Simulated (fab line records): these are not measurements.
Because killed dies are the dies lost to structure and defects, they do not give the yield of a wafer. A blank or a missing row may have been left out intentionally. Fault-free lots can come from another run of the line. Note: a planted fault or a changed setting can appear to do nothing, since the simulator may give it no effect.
Which tool is to blame? :: flow gf180mcu :: Sampling: 13 lots, 38 wafers, 4 of 602 route steps

== WHAT THE GAUGES READ, wafer by wafer ==
GF_V4_BOW_MEAS_05.
lot: L711
measured: day 23 20:35
on: filmMetro-02
V4_BOW (um): 157 141 143

lot: L712
measured: day 24 06:04
on: filmMetro-03
V4_BOW (um): 144 150 137

lot: L713
measured: day 24 10:41
on: filmMetro-03
V4_BOW (um): 139 130 139

lot: L714
measured: day 25 07:51
on: filmMetro-03
V4_BOW (um): 143 146 140

lot: L715
measured: day 25 08:13
on: filmMetro-02
V4_BOW (um): 137 131 139

lot: L716
measured: day 25 21:01
on: filmMetro-04
V4_BOW (um): 133 137 128

lot: L718
measured: day 26 18:02
on: filmMetro-03
V4_BOW (um): 131 142 121

lot: L720
measured: day 27 13:08
on: filmMetro-03
V4_BOW (um): 142 141 139

lot: L721
measured: day 27 19:38
on: filmMetro-02
V4_BOW (um): 141 122 129

lot: L726
measured: day 29 03:26
on: filmMetro-02
V4_BOW (um): 126 135

lot: L728
measured: day 29 08:30
on: filmMetro-02
V4_BOW (um): 136 133 128

lot: L732
measured: day 30 14:13
on: filmMetro-04
V4_BOW (um): 143 138 141

lot: L733
measured: day 30 15:29
on: filmMetro-03
V4_BOW (um): 136 141 142

GF_V4_RS_MEAS_24: uses a four-point probe to measure.
lot: L711
measured: day 24 19:58
on: filmMetro-02
V4_W_RS (ohm/sq): 0.329 0.332 0.331

lot: L712
measured: day 25 04:40
on: filmMetro-04
V4_W_RS (ohm/sq): 0.327 0.327 0.330

lot: L713
measured: day 25 09:08
on: filmMetro-03
V4_W_RS (ohm/sq): 0.326 0.328 0.328

lot: L714
measured: day 26 05:40
on: filmMetro-04
V4_W_RS (ohm/sq): 0.324 0.325 0.327

lot: L715
measured: day 26 06:29
on: filmMetro-04
V4_W_RS (ohm/sq): 0.331 0.336 0.330

lot: L716
measured: day 26 19:10
on: filmMetro-04
V4_W_RS (ohm/sq): 0.324 0.326 0.324

lot: L718
measured: day 27 14:55
on: filmMetro-03
V4_W_RS (ohm/sq): 0.326 0.329 0.332

lot: L720
measured: day 28 10:07
on: filmMetro-04
V4_W_RS (ohm/sq): 0.329 0.327 0.332

lot: L721
measured: day 28 16:17
on: filmMetro-02
V4_W_RS (ohm/sq): 0.331 0.330 0.326

lot: L726
measured: day 29 23:13
on: filmMetro-03
V4_W_RS (ohm/sq): 0.327 0.328

lot: L728
measured: day 30 03:59
on: filmMetro-03
V4_W_RS (ohm/sq): 0.325 0.331 0.327

lot: L732
measured: day 31 09:32
on: filmMetro-03
V4_W_RS (ohm/sq): 0.327 0.324 0.321

lot: L733
measured: day 31 10:54
on: filmMetro-03
V4_W_RS (ohm/sq): 0.326 0.327 0.325

GF_MIM_THK_MEAS_06.
lot: L711
measured: day 24 20:41
on: filmMetro-02
MIM_CVD_05_THK (nm): 41.7 43.2 42.6

lot: L712
measured: day 25 05:23
on: filmMetro-01
MIM_CVD_05_THK (nm): 41.8 42.5 42.5

lot: L713
measured: day 25 09:52
on: filmMetro-04
MIM_CVD_05_THK (nm): 42.1 41.5 42.6

lot: L714
measured: day 26 06:24
on: filmMetro-01
MIM_CVD_05_THK (nm): 40.8 42.1 42.5

lot: L715
measured: day 26 07:13
on: filmMetro-04
MIM_CVD_05_THK (nm): 41.2 41.8 41.1

lot: L716
measured: day 26 19:53
on: filmMetro-04
MIM_CVD_05_THK (nm): 41.6 42.4 42.1

lot: L718
measured: day 27 15:40
on: filmMetro-02
MIM_CVD_05_THK (nm): 41.1 42.0 42.6

lot: L720
measured: day 28 10:50
on: filmMetro-01
MIM_CVD_05_THK (nm): 42.8 42.7 42.4

lot: L721
measured: day 28 17:01
on: filmMetro-01
MIM_CVD_05_THK (nm): 43.5 43.0 43.3

lot: L726
measured: day 29 23:56
on: filmMetro-01
MIM_CVD_05_THK (nm): 45.9 42.7

lot: L728
measured: day 30 04:41
on: filmMetro-04
MIM_CVD_05_THK (nm): 41.7 42.0 42.2

lot: L732
measured: day 31 10:15
on: filmMetro-01
MIM_CVD_05_THK (nm): 41.6 41.9 42.3

lot: L733
measured: day 31 11:37
on: filmMetro-04
MIM_CVD_05_THK (nm): 41.8 43.2 42.4

== WHICH TOOL RAN EACH LOT (tool, then ch and the chambers of the sampled wafers, then the start) ==
lot: L711
GF_MIM_CVD_05: pecvd-02 ch 1,2, day 24 20:38

lot: L712
GF_MIM_CVD_05: pecvd-04 ch 0,1,2, day 25 05:20

lot: L713
GF_MIM_CVD_05: pecvd-02 ch 0,2, day 25 09:50

lot: L714
GF_MIM_CVD_05: pecvd-01 ch 0,1,2, day 26 06:21

lot: L715
GF_MIM_CVD_05: pecvd-04 ch 0,1,2, day 26 07:11

lot: L716
GF_MIM_CVD_05: pecvd-02 ch 0,1,2, day 26 19:50

lot: L718
GF_MIM_CVD_05: pecvd-01 ch 0,1, day 27 15:37

lot: L720
GF_MIM_CVD_05: pecvd-02 ch 1,2, day 28 10:47

lot: L721
GF_MIM_CVD_05: pecvd-02 ch 1,2, day 28 16:57

lot: L726
GF_MIM_CVD_05: pecvd-02 ch 1,2, day 29 23:53

lot: L728
GF_MIM_CVD_05: pecvd-04 ch 0,1,2, day 30 04:38

lot: L732
GF_MIM_CVD_05: pecvd-01 ch 0,1, day 31 10:12

lot: L733
GF_MIM_CVD_05: pecvd-04 ch 0,2, day 31 11:34
- GF_MIM_CVD_05: deposits Si3N4, target thk 42 nm, time 29.086 s.

== WHAT THE TOOLS THEMSELVES READ (means of the sampled wafers that have a number; where no wafer has one, the mark that the record gives instead) ==
GF_MIM_CVD_05.
lot: L711
tool: pecvd-02
heaterPowerW (W): 708

lot: L712
tool: pecvd-04
heaterPowerW (W): 590

lot: L713
tool: pecvd-02
heaterPowerW (W): 676

lot: L714
tool: pecvd-01
heaterPowerW (W): 558

lot: L715
tool: pecvd-04
heaterPowerW (W): 670

lot: L716
tool: pecvd-02
heaterPowerW (W): 656

lot: L718
tool: pecvd-01
heaterPowerW (W): 539

lot: L720
tool: pecvd-02
heaterPowerW (W): 786

lot: L721
tool: pecvd-02
heaterPowerW (W): 742

lot: L726
tool: pecvd-02
heaterPowerW (W): 756

lot: L728
tool: pecvd-04
heaterPowerW (W): 621

lot: L732
tool: pecvd-01
heaterPowerW (W): 563

lot: L733
tool: pecvd-04
heaterPowerW (W): 627

== THE ANSWER, worked out from the rows above alone ==
Rule: usual is defined by the lots themselves. Put in order of their means at a reading, lots are off if they are a third of the lots or fewer, leave a main group of 4 or more, and stand apart from it by a gap of 3 or more times the standard deviation of the main group's means; of several such gaps the widest counts. The tables above print the reading to a certain number of digits; a main group whose means all agree to those digits is not used. Also off: a lot with no number at a reading for which 4 or more lots have one. The other lots that the step has rows for count as sound. First the gauges in route order, then the tools' own readings, where a lot's mean is used as printed above. The first step at which some lot is off is used, and at that step the reading that is off furthest; a lot without a number counts as furthest.
No lot is off on any of the readings shown, so nothing can be concluded from this.

== WHAT THE SIMULATOR PUT IN ==
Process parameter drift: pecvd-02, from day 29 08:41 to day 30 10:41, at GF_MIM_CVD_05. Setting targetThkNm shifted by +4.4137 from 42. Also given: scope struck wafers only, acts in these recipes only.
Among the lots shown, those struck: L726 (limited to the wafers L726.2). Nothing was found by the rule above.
